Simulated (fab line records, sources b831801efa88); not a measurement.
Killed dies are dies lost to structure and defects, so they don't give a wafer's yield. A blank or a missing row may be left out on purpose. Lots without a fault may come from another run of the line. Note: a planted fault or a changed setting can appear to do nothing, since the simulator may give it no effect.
fab line records -- flow sky130
record lots=12, wafers=36, lastDay=50
route steps=708 shown VIA1@480 METAL2@488 VIA2@507 PAD_OPEN@708
lots that met no fault: taken from a fault-free run of the same line
startH: hours from the record's opening day to when the first of the lot's shown wafers began -- waitH: hours elapsed since this lot's preceding step -- " same as the row above -- L1.1+2: a row that stands for several wafers -- - no value, or no start given -- * or withheld: withheld -- < > ~ a bound
route shown NAME@n: NAME is a module with steps in the file, n the number in the route of the first one -- usual: mean/standard deviation of fault-free wafers -- same: alike in all rows -- chamber/n: place in a boat -- sites: the reading at each site -- _std_site: the standard deviation of these -- _edge_site: outer sites' mean less inner sites' -- radiusMm: for every site, how far away it sits from the centre of the wafer -- mask NAME#n: copy n -- behind: the most recent tool/chamber to have shaped the wafer -- hold: cause of the lot's hold/its duration in hours/its outcome -- device: transistor that didn't switch, given as n, p or np -- end of line: at the end of the route, the tests of the same wafers -- a step given without rows: its recipe and nothing more -- killed: at the first sort, the dies lost to defects and structure; wafer yield is something else -- map: the dies of a wafer, with x for killed, . for not killed, _ for no die there
set.NAME: setting as actually run; set.NAME@STEP: the setting as run at that earlier step -- model.NAME: the simulator's own value behind a step, which no gauge read
the route's steps for a sample of lots (tables are steps, rows are wafers)
services: when a tool's chamber went out of use (startH, in hours from the record's first day, below 0 if earlier), for how many hours, and the reason
## steps
# step SKY_VIA1_RS_MEAS_22
# recipe thkMeasGauge=four-point-probe, reads=W_of_VIA1_CVD_21+TiN_of_VIA1_SPUTTER_20
# usual VIA1_W_RS=0.428/0.0041
lot.wafer,tool,chamber,startH,waitH,VIA1_W_RS[ohm/sq]
L121.3,filmMetro-01,-,812.29,0.1,0.429
L121.4,filmMetro-01,-,812.29,0.1,0.429
L121.5,filmMetro-01,-,812.29,0.1,0.423
L122.1,filmMetro-01,-,822.44,0.1,0.420
L122.4,filmMetro-01,-,822.44,0.1,0.425
L122.5,filmMetro-01,-,822.44,0.1,0.420
L123.4,filmMetro-04,-,837.24,0.1,0.431
L123.5,filmMetro-04,-,837.24,0.1,0.427
L123.6,filmMetro-04,-,837.24,0.1,0.429
L131.1,filmMetro-04,-,893.39,0.1,0.422
L131.4,filmMetro-04,-,893.39,0.1,0.428
L131.6,filmMetro-04,-,893.39,0.1,0.426
L132.1,filmMetro-03,-,898.86,0.1,0.426
L132.2,filmMetro-03,-,898.86,0.1,0.424
L132.4,filmMetro-03,-,898.86,0.1,0.424
L135.1,filmMetro-01,-,914.03,0.1,0.434
L135.4,filmMetro-01,-,914.03,0.1,0.430
L135.5,filmMetro-01,-,914.03,0.1,0.433
L136.2,filmMetro-01,-,921.18,0.1,0.427
L136.3,filmMetro-01,-,921.18,0.1,0.428
L136.6,filmMetro-01,-,921.18,0.1,0.428
L137.1,filmMetro-04,-,933.80,0.2,0.426
L137.2,filmMetro-04,-,933.80,0.2,0.422
L137.3,filmMetro-04,-,933.80,0.2,0.429
L138.1,filmMetro-03,-,936.77,0.1,0.432
L138.3,filmMetro-03,-,936.77,0.1,0.435
L138.5,filmMetro-03,-,936.77,0.1,0.426
L139.1,filmMetro-03,-,944.56,0.1,0.435
L139.4,filmMetro-03,-,944.56,0.1,0.426
L139.6,filmMetro-03,-,944.56,0.1,0.429
L141.1,filmMetro-01,-,956.08,0.1,0.429
L141.2,filmMetro-01,-,956.08,0.1,0.435
L141.3,filmMetro-01,-,956.08,0.1,0.427
L142.4,filmMetro-01,-,962.08,0.1,0.431
L142.5,filmMetro-01,-,962.08,0.1,0.438
L142.6,filmMetro-01,-,962.08,0.1,0.428
# step SKY_VIA1_THK_MEAS_23
# recipe thkMeasGauge=xrf, reads=W_of_VIA1_CVD_21
# usual VIA1_W_THK=263.5/2.8
lot.wafer,tool,chamber,startH,waitH,VIA1_W_THK[nm]
L121.3,filmMetro-01,-,812.39,0.1,262.3
L121.4,filmMetro-01,-,812.39,0.1,263.1
L121.5,filmMetro-01,-,812.39,0.1,264.6
L122.1,filmMetro-01,-,822.56,0.1,267.6
L122.4,filmMetro-01,-,822.56,0.1,264.5
L122.5,filmMetro-01,-,822.56,0.1,267.3
L123.4,filmMetro-04,-,837.33,0.1,260.9
L123.5,filmMetro-04,-,837.33,0.1,263.5
L123.6,filmMetro-04,-,837.33,0.1,261.9
L131.1,filmMetro-04,-,893.51,0.1,268.0
L131.4,filmMetro-04,-,893.51,0.1,262.8
L131.6,filmMetro-04,-,893.51,0.1,263.6
L132.1,filmMetro-03,-,898.98,0.1,261.9
L132.2,filmMetro-03,-,898.98,0.1,263.0
L132.4,filmMetro-03,-,898.98,0.1,262.7
L135.1,filmMetro-01,-,914.15,0.1,261.6
L135.4,filmMetro-01,-,914.15,0.1,264.3
L135.5,filmMetro-01,-,914.15,0.1,262.2
L136.2,filmMetro-01,-,921.29,0.1,265.4
L136.3,filmMetro-01,-,921.29,0.1,264.7
L136.6,filmMetro-01,-,921.29,0.1,264.3
L137.1,filmMetro-04,-,933.92,0.1,264.8
L137.2,filmMetro-04,-,933.92,0.1,266.5
L137.3,filmMetro-04,-,933.92,0.1,262.5
L138.1,filmMetro-03,-,936.89,0.1,259.4
L138.3,filmMetro-03,-,936.89,0.1,254.8
L138.5,filmMetro-03,-,936.89,0.1,260.5
L139.1,filmMetro-03,-,944.68,0.1,255.9
L139.4,filmMetro-03,-,944.68,0.1,259.3
L139.6,filmMetro-03,-,944.68,0.1,259.4
L141.1,filmMetro-01,-,956.20,0.1,263.3
L141.2,filmMetro-01,-,956.20,0.1,260.9
L141.3,filmMetro-01,-,956.20,0.1,264.5
L142.4,filmMetro-01,-,962.17,0.1,264.0
L142.5,filmMetro-01,-,962.17,0.1,260.8
L142.6,filmMetro-01,-,962.17,0.1,265.3
# step SKY_METAL2_RS_MEAS_05
# recipe thkMeasGauge=four-point-probe, reads=TiN_of_METAL2_SPUTTER_04+Ti_of_METAL2_SPUTTER_03+AlCu_of_METAL2_SPUTTER_02+TiN_of_METAL2_SPUTTER_01+Ti_of_METAL2_SPUTTER_00
# usual METAL2_ALCU_RS=0.1270/0.0013
lot.wafer,tool,chamber,startH,waitH,METAL2_ALCU_RS[ohm/sq]
L121.3,filmMetro-04,-,812.93,0.1,0.1273
L121.4,filmMetro-04,-,812.93,0.1,0.1261
L121.5,filmMetro-04,-,812.93,0.1,0.1261
L122.1,filmMetro-02,-,823.06,0.0,0.1275
L122.4,filmMetro-02,-,823.06,0.0,0.1273
L122.5,filmMetro-02,-,823.06,0.0,0.1260
L123.4,filmMetro-04,-,837.86,0.1,0.1252
L123.5,filmMetro-04,-,837.86,0.1,0.1268
L123.6,filmMetro-04,-,837.86,0.1,0.1271
L131.1,filmMetro-03,-,894.01,0.0,0.1261
L131.4,filmMetro-03,-,894.01,0.0,0.1261
L131.6,filmMetro-03,-,894.01,0.0,0.1257
L132.1,filmMetro-03,-,899.58,0.0,0.1277
L132.2,filmMetro-03,-,899.58,0.0,0.1293
L132.4,filmMetro-03,-,899.58,0.0,0.1276
L135.1,filmMetro-03,-,914.65,0.0,0.1264
L135.4,filmMetro-03,-,914.65,0.0,0.1259
L135.5,filmMetro-03,-,914.65,0.0,0.1267
L136.2,filmMetro-04,-,921.80,0.0,0.1279
L136.3,filmMetro-04,-,921.80,0.0,0.1263
L136.6,filmMetro-04,-,921.80,0.0,0.1272
L137.1,filmMetro-03,-,934.42,0.0,0.1293
L137.2,filmMetro-03,-,934.42,0.0,0.1297
L137.3,filmMetro-03,-,934.42,0.0,0.1279
L138.1,filmMetro-04,-,937.39,0.0,0.1264
L138.3,filmMetro-04,-,937.39,0.0,0.1268
L138.5,filmMetro-04,-,937.39,0.0,0.1254
L139.1,filmMetro-04,-,945.18,0.0,0.1274
L139.4,filmMetro-04,-,945.18,0.0,0.1281
L139.6,filmMetro-04,-,945.18,0.0,0.1279
L141.1,filmMetro-04,-,956.70,0.0,0.1262
L141.2,filmMetro-04,-,956.70,0.0,0.1275
L141.3,filmMetro-04,-,956.70,0.0,0.1282
L142.4,filmMetro-03,-,962.70,0.1,0.1271
L142.5,filmMetro-03,-,962.70,0.1,0.1285
L142.6,filmMetro-03,-,962.70,0.1,0.1288
# step SKY_VIA2_HDPCVD_00
# recipe material=SiO2, targetThkNm=1180, sigmaOpenFrac=0.3, timeS=196.7, tempC=400, sih4FlowSccm=60, pressureMtorr=6
# usual runLengthS=224.6/0.49
lot.wafer,tool,chamber,startH,waitH,runLengthS
L121.3,hdpcvd-01,0,840.25,0.0,289.4
L121.4,hdpcvd-01,2,840.25,0.0,225.0
L121.5,hdpcvd-01,0,840.25,0.0,289.4
L122.1,hdpcvd-02,2,850.62,0.0,225.0
L122.4,hdpcvd-02,2,850.62,0.0,224.2
L122.5,hdpcvd-02,0,850.62,0.0,225.4
L123.4,hdpcvd-01,0,865.08,0.1,289.7
L123.5,hdpcvd-01,2,865.08,0.1,224.8
L123.6,hdpcvd-01,0,865.08,0.1,289.8
L131.1,hdpcvd-02,1,920.00,0.0,224.1
L131.4,hdpcvd-02,1,920.00,0.0,224.1
L131.6,hdpcvd-02,2,920.00,0.0,224.3
L132.1,hdpcvd-02,0,925.88,0.0,225.9
L132.2,hdpcvd-02,2,925.88,0.0,224.5
L132.4,hdpcvd-02,1,925.88,0.0,223.8
L135.1,hdpcvd-01,1,940.62,0.0,224.6
L135.4,hdpcvd-01,0,940.62,0.0,224.4
L135.5,hdpcvd-01,1,940.62,0.0,224.9
L136.2,hdpcvd-02,2,947.48,0.0,224.3
L136.3,hdpcvd-02,0,947.48,0.0,225.6
L136.6,hdpcvd-02,1,947.48,0.0,223.8
L137.1,hdpcvd-01,2,960.08,0.0,224.4
L137.2,hdpcvd-01,0,960.08,0.0,224.6
L137.3,hdpcvd-01,1,960.08,0.0,224.4
L138.1,hdpcvd-01,0,963.38,0.0,224.3
L138.3,hdpcvd-01,2,963.38,0.0,224.5
L138.5,hdpcvd-01,1,963.38,0.0,224.8
L139.1,hdpcvd-01,0,971.32,0.0,224.3
L139.4,hdpcvd-01,1,971.32,0.0,225.3
L139.6,hdpcvd-01,2,971.32,0.0,225.4
L141.1,hdpcvd-01,1,982.88,0.0,224.7
L141.2,hdpcvd-01,0,982.88,0.0,224.4
L141.3,hdpcvd-01,2,982.88,0.0,225.1
L142.4,hdpcvd-01,2,988.03,0.1,224.4
L142.5,hdpcvd-01,1,988.03,0.1,224.9
L142.6,hdpcvd-01,0,988.03,0.1,224.1
# step SKY_VIA2_THK_MEAS_01
# recipe reads=SiO2_of_VIA2_HDPCVD_00
# usual VIA2_HDPCVD_THK=1177/10
lot.wafer,tool,chamber,startH,waitH,hold,VIA2_HDPCVD_THK[nm]
L121.3,filmMetro-04,-,840.40,0.1,awaitDispo/0.2h/release,1565
L121.4,filmMetro-04,-,840.40,0.1,awaitDispo/0.2h/release,1154
L121.5,filmMetro-04,-,840.40,0.1,awaitDispo/0.2h/release,1565
L121.3,filmMetro-04,-,840.62,0.2,-,1564
L121.4,filmMetro-04,-,840.62,0.2,-,1155
L121.5,filmMetro-04,-,840.62,0.2,-,1567
L122.1,filmMetro-02,-,850.75,0.1,-,1164
L122.4,filmMetro-02,-,850.75,0.1,-,1153
L122.5,filmMetro-02,-,850.75,0.1,-,1167
L123.4,filmMetro-02,-,865.23,0.1,awaitDispo/0.2h/release,1576
L123.5,filmMetro-02,-,865.23,0.1,awaitDispo/0.2h/release,1193
L123.6,filmMetro-02,-,865.23,0.1,awaitDispo/0.2h/release,1571
L123.4,filmMetro-02,-,865.46,0.2,-,1576
L123.5,filmMetro-02,-,865.46,0.2,-,1192
L123.6,filmMetro-02,-,865.46,0.2,-,1572
L131.1,filmMetro-04,-,920.13,0.1,-,1167
L131.4,filmMetro-04,-,920.13,0.1,-,1177
L131.6,filmMetro-04,-,920.13,0.1,-,1174
L132.1,filmMetro-01,-,926.01,0.1,-,1161
L132.2,filmMetro-01,-,926.01,0.1,-,1170
L132.4,filmMetro-01,-,926.01,0.1,-,1185
L135.1,filmMetro-01,-,940.75,0.1,-,1175
L135.4,filmMetro-01,-,940.75,0.1,-,1166
L135.5,filmMetro-01,-,940.75,0.1,-,1179
L136.2,filmMetro-01,-,947.62,0.1,-,1177
L136.3,filmMetro-01,-,947.62,0.1,-,1172
L136.6,filmMetro-01,-,947.62,0.1,-,1190
L137.1,filmMetro-04,-,960.21,0.1,-,1173
L137.2,filmMetro-04,-,960.21,0.1,-,1159
L137.3,filmMetro-04,-,960.21,0.1,-,1178
L138.1,filmMetro-01,-,963.51,0.1,-,1175
L138.3,filmMetro-01,-,963.51,0.1,-,1175
L138.5,filmMetro-01,-,963.51,0.1,-,1164
L139.1,filmMetro-01,-,971.45,0.1,-,1171
L139.4,filmMetro-01,-,971.45,0.1,-,1181
L139.6,filmMetro-01,-,971.45,0.1,-,1176
L141.1,filmMetro-02,-,983.01,0.1,-,1196
L141.2,filmMetro-02,-,983.01,0.1,-,1184
L141.3,filmMetro-02,-,983.01,0.1,-,1191
L142.4,filmMetro-04,-,988.12,0.0,-,1183
L142.5,filmMetro-04,-,988.12,0.0,-,1193
L142.6,filmMetro-04,-,988.12,0.0,-,1185
# step SKY_PAD_OPEN_PROBE_99
# usual defectLimitedYield=82.6/2.2, killed_at_M0_to_M3=43/7.9, killed_at_M4_up=2.9/1.8, killedAtContacts=24/5.5, killedAtFrontEnd=15/4.2, killedAtOther=0.2/0.46, killedDies=86/11, killedOpen=47/8.1, killedShort=39/6.4, sort_bin_3_pad_short=0.9/0.44, sort_bin_5_function=10.3/1.4, sort_bin_6_memory=6.3/1.3, sortNPass=406/11, sortYieldPct=82.6/2.2
# same grossDies=492, killedAtBackSide=0, sort_bin_4_leakage[%]=0, sort_bin_8_speed[%]=0
lot.wafer,tool,chamber,startH,waitH,defectLimitedYield[%],killed_at_M0_to_M3,killed_at_M4_up,killedAtContacts,killedAtFrontEnd,killedAtOther,killedDies,killedOpen,killedShort,sort_bin_3_pad_short[%],sort_bin_5_function[%],sort_bin_6_memory[%],sortNPass,sortYieldPct[%]
L122.1,prober-02,-,1100.20,0.1,80.1,48,3,27,19,1,98,57,41,0.8,11.4,7.7,394,80.1
L122.4,prober-02,-,1100.35,0.2,84.1,45,3,19,11,0,78,42,36,0.4,10.6,4.9,414,84.1
L122.5,prober-02,-,1100.40,0.2,80.9,50,4,22,18,0,94,52,42,0.8,10.4,7.9,398,80.9
L132.1,prober-02,-,1160.77,0.1,83.9,37,1,25,16,0,79,45,34,0.2,10.0,5.9,413,83.9
L132.2,prober-02,-,1160.82,0.1,82.3,37,3,31,16,0,87,47,40,1.2,11.8,4.7,405,82.3
L132.4,prober-02,-,1160.92,0.2,83.3,45,9,20,8,0,82,47,35,0.4,11.2,5.1,410,83.3
L135.1,prober-01,-,1169.88,0.1,84.3,50,2,17,8,0,77,42,35,1.4,8.7,5.5,415,84.3
L135.4,prober-01,-,1170.03,0.2,81.3,50,3,27,12,0,92,54,38,0.2,11.6,6.9,400,81.3
L135.5,prober-01,-,1170.08,0.2,79.3,54,5,26,17,0,102,51,51,1.6,12.8,6.3,390,79.3
L136.2,prober-02,-,1177.13,0.1,82.3,37,4,27,19,0,87,46,41,1.2,9.1,7.3,405,82.3
L136.3,prober-02,-,1177.18,0.2,82.3,39,3,27,18,0,87,47,40,0.6,10.8,6.3,405,82.3
L136.6,prober-02,-,1177.33,0.2,82.3,50,4,19,14,0,87,44,43,0.6,11.2,5.9,405,82.3
L141.1,prober-01,-,1196.88,0.1,80.7,44,6,26,19,0,95,57,38,1.2,10.6,7.5,397,80.7
L141.2,prober-01,-,1196.93,0.1,82.1,47,2,23,16,0,88,45,43,1.0,9.8,7.1,404,82.1
L141.3,prober-01,-,1196.98,0.2,81.7,47,4,21,18,0,90,48,42,0.8,10.4,7.1,402,81.7
L142.4,prober-02,-,1200.81,0.2,83.3,41,2,22,16,1,82,38,44,1.0,12.0,3.7,410,83.3
L142.5,prober-02,-,1200.86,0.2,84.6,41,1,24,10,0,76,46,30,1.2,7.7,6.5,416,84.6
L142.6,prober-02,-,1200.91,0.2,84.1,30,4,23,21,0,78,40,38,0.6,10.0,5.3,414,84.1
# killed by level:class
L122.1 VIA2:geometricParticle:open=14 VIA1:geometricParticle:open=12 CONTACT:geometricParticle:open=9 LI_CONTACT:geometricParticle:open=8 FIELD_ISO:geometricParticle:short=7 VIA1:geometricParticle:short=5 VIA3:geometricParticle:open=4 LI_CONTACT:geometricParticle:short=4
L122.4 VIA1:geometricParticle:open=18 CONTACT:geometricParticle:short=7 CONTACT:geometricParticle:open=7 METAL3:geometricParticle:short=7 METAL2:geometricParticle:short=6 METAL1:geometricParticle:short=4 VIA2:geometricParticle:open=4 FIELD_ISO:geometricParticle:open=3
L122.5 VIA2:geometricParticle:open=13 VIA1:geometricParticle:open=8 FIELD_ISO:geometricParticle:short=7 CONTACT:geometricParticle:open=7 VIA1:geometricParticle:short=6 FIELD_ISO:geometricParticle:open=5 CONTACT:geometricParticle:short=5 METAL1:geometricParticle:short=5
L132.1 CONTACT:geometricParticle:open=14 VIA1:geometricParticle:open=8 VIA1:geometricParticle:short=6 METAL1:geometricParticle:short=6 VIA3:geometricParticle:open=5 METAL2:geometricParticle:short=5 FIELD_ISO:geometricParticle:short=4 LOCAL_INTERCONNECT:geometricParticle:short=4
L132.2 VIA1:geometricParticle:open=9 LI_CONTACT:geometricParticle:open=9 CONTACT:geometricParticle:open=8 VIA3:geometricParticle:open=8 METAL2:geometricParticle:short=7 LOCAL_INTERCONNECT:geometricParticle:short=5 CONTACT:geometricParticle:short=5 POLY_GATE:geometricParticle:open=4
L132.4 VIA1:geometricParticle:open=14 VIA3:geometricParticle:open=10 METAL4:geometricParticle:short=7 LI_CONTACT:geometricParticle:open=6 FIELD_ISO:geometricParticle:short=4 CONTACT:geometricParticle:open=4 METAL1:geometricParticle:short=4 LI_CONTACT:geometricParticle:short=3
L135.1 VIA3:geometricParticle:open=12 VIA2:geometricParticle:open=6 METAL2:geometricParticle:short=5 LI_CONTACT:geometricParticle:short=5 VIA1:geometricParticle:open=5 CONTACT:geometricParticle:open=5 METAL1:geometricParticle:short=5 VIA1:geometricParticle:short=5
L135.4 CONTACT:geometricParticle:open=11 VIA1:geometricParticle:open=11 VIA3:geometricParticle:open=9 LI_CONTACT:geometricParticle:open=7 METAL1:geometricParticle:short=7 FIELD_ISO:geometricParticle:short=5 VIA2:geometricParticle:open=5 LI_CONTACT:geometricParticle:short=4
L135.5 VIA1:geometricParticle:open=17 CONTACT:geometricParticle:open=11 VIA1:geometricParticle:short=8 VIA3:geometricParticle:short=7 LI_CONTACT:geometricParticle:open=6 METAL2:geometricParticle:short=6 FIELD_ISO:geometricParticle:short=5 LOCAL_INTERCONNECT:geometricParticle:short=5
L136.2 CONTACT:geometricParticle:open=11 VIA1:geometricParticle:open=9 VIA1:geometricParticle:short=8 POLY_GATE:geometricParticle:open=5 LI_CONTACT:geometricParticle:open=5 CONTACT:geometricParticle:short=5 METAL2:geometricParticle:short=5 VIA2:geometricParticle:open=5
L136.3 VIA1:geometricParticle:open=9 CONTACT:geometricParticle:open=9 VIA2:geometricParticle:open=7 LOCAL_INTERCONNECT:geometricParticle:short=7 VIA3:geometricParticle:open=6 LI_CONTACT:geometricParticle:open=5 VIA1:geometricParticle:short=5 POLY_GATE:geometricParticle:short=4
L136.6 VIA1:geometricParticle:open=13 METAL1:geometricParticle:short=8 VIA1:geometricParticle:short=8 LI_CONTACT:geometricParticle:open=6 CONTACT:geometricParticle:open=6 FIELD_ISO:geometricParticle:open=5 CONTACT:geometricParticle:short=5 FIELD_ISO:geometricParticle:short=4
L141.1 VIA1:geometricParticle:open=11 LI_CONTACT:geometricParticle:open=9 CONTACT:geometricParticle:open=9 VIA1:geometricParticle:short=6 METAL2:geometricParticle:short=6 VIA2:geometricParticle:open=6 CONTACT:geometricParticle:short=5 POLY_GATE:geometricParticle:short=5
L141.2 VIA1:geometricParticle:open=12 CONTACT:geometricParticle:open=8 VIA1:geometricParticle:short=7 LI_CONTACT:geometricParticle:open=5 METAL2:geometricParticle:short=5 FIELD_ISO:geometricParticle:short=4 VIA2:geometricParticle:open=4 POLY_GATE:geometricParticle:short=4
L141.3 CONTACT:geometricParticle:open=11 VIA2:geometricParticle:open=8 VIA3:geometricParticle:open=8 FIELD_ISO:geometricParticle:short=7 FIELD_ISO:geometricParticle:open=6 VIA1:geometricParticle:short=6 VIA2:geometricParticle:short=6 VIA1:geometricParticle:open=6
L142.4 VIA1:geometricParticle:open=10 CONTACT:geometricParticle:open=8 METAL1:geometricParticle:short=6 VIA1:geometricParticle:short=6 CONTACT:geometricParticle:short=5 FIELD_ISO:geometricParticle:open=4 FIELD_ISO:geometricParticle:short=4 LOCAL_INTERCONNECT:geometricParticle:short=4
L142.5 CONTACT:geometricParticle:open=11 VIA2:geometricParticle:open=7 VIA1:geometricParticle:open=7 VIA3:geometricParticle:open=6 VIA1:geometricParticle:short=5 LOCAL_INTERCONNECT:geometricParticle:short=5 FIELD_ISO:geometricParticle:open=4 POLY_GATE:geometricParticle:open=4
L142.6 CONTACT:geometricParticle:open=8 POLY_GATE:geometricParticle:short=7 FIELD_ISO:geometricParticle:open=6 LOCAL_INTERCONNECT:geometricParticle:short=6 VIA1:geometricParticle:open=6 LI_CONTACT:geometricParticle:open=5 METAL2:geometricParticle:short=5 METAL1:geometricParticle:short=4
## services
tool,chamber,startH,hours,kind
hdpcvd-01,1,860.31,10.5,repair
hdpcvd-02,-,907.10,6.0,pm
hdpcvd-01,-,908.54,0.8,repair
hdpcvd-02,-,950.25,15.0,pm
hdpcvd-02,0,950.25,15.0,ventCycle
hdpcvd-02,1,950.25,15.0,ventCycle
hdpcvd-02,2,950.25,15.0,ventCycle
hdpcvd-01,1,951.33,6.7,repair
hdpcvd-02,0,965.25,-,clean
hdpcvd-02,1,965.25,-,clean
hdpcvd-02,2,965.25,-,clean
## key
firstSign step=SKY_VIA2_HDPCVD_00, reading=runLengthS, direction=up, sigmas=99+, usual=*, struck=*
effect step=SKY_VIA2_THK_MEAS_01, reading=visit, direction=added
effect step=SKY_VIA2_THK_MEAS_01, reading=VIA2_HDPCVD_THK, direction=up, sigmas=39, usual=1177, struck=1569
metAt SKY_VIA2_HDPCVD_00
struckLots L121,L123
struckWafers L121.3,L121.5,L123.4,L123.6
notActingAt SKY_VIA1_RS_MEAS_22,SKY_VIA1_THK_MEAS_23,SKY_METAL2_RS_MEAS_05
fault kind=processParameterDrift, tool=hdpcvd-01, chamber=0, onsetH=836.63, steps=SKY_VIA2_HDPCVD_00, channel=timeS, offset=*, shape=step, endH=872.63, actsIn=*, stated=*
